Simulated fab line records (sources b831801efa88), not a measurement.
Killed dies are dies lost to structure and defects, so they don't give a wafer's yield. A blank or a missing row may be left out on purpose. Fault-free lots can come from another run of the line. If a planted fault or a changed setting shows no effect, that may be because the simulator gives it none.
Which of the tools did it? | flow gf180mcu | 21 wafers sampled from 7 lots at 1 step of a route of 602

## WHAT EACH GAUGE READ, for each wafer
GF_M4_CD_MEAS_14: target cd 280 nm.
lot  | measured     | on        | cd_nm (nm)
L257 | day 24 04:11 | cd_sem-02 | 279.9 279.0 280.0
L259 | day 24 19:11 | cd_sem-02 | 279.4 279.3 277.7
L266 | day 27 04:47 | cd_sem-02 | 278.8 279.4 279.5
L270 | day 28 10:32 | cd_sem-02 | 278.8 280.3 278.9
L273 | day 29 06:53 | cd_sem-02 | 279.9 279.7 279.5
L276 | day 30 01:44 | cd_sem-01 | 279.7 279.2 280.7
L278 | day 30 14:44 | cd_sem-02 | 279.9 280.3 281.7

## EACH LOT AND THE TOOL THAT RAN IT (in order: tool; ch and the chambers of the sampled wafers; start)
No process step before these readings appears in the record.

## THE ANSWER, worked out from the rows above alone
Rule: the usual values come from the lots themselves. Put in order of their means at a reading, lots are off if they are a third of the lots or fewer, leave a main group of 4 or more, and stand apart from it by a gap of 3 or more times the standard deviation of the main group's means; of several such gaps the widest counts. The tables above print the reading to a certain number of digits; a main group whose means all agree to those digits is not used. Also off: a lot with no number at a reading for which 4 or more lots have one. Where the step has rows for the other lots, those lots are counted as sound.
No lot is off on any of the readings shown, so nothing can be concluded from this.

## WHAT WAS PUT IN BY THE SIMULATOR
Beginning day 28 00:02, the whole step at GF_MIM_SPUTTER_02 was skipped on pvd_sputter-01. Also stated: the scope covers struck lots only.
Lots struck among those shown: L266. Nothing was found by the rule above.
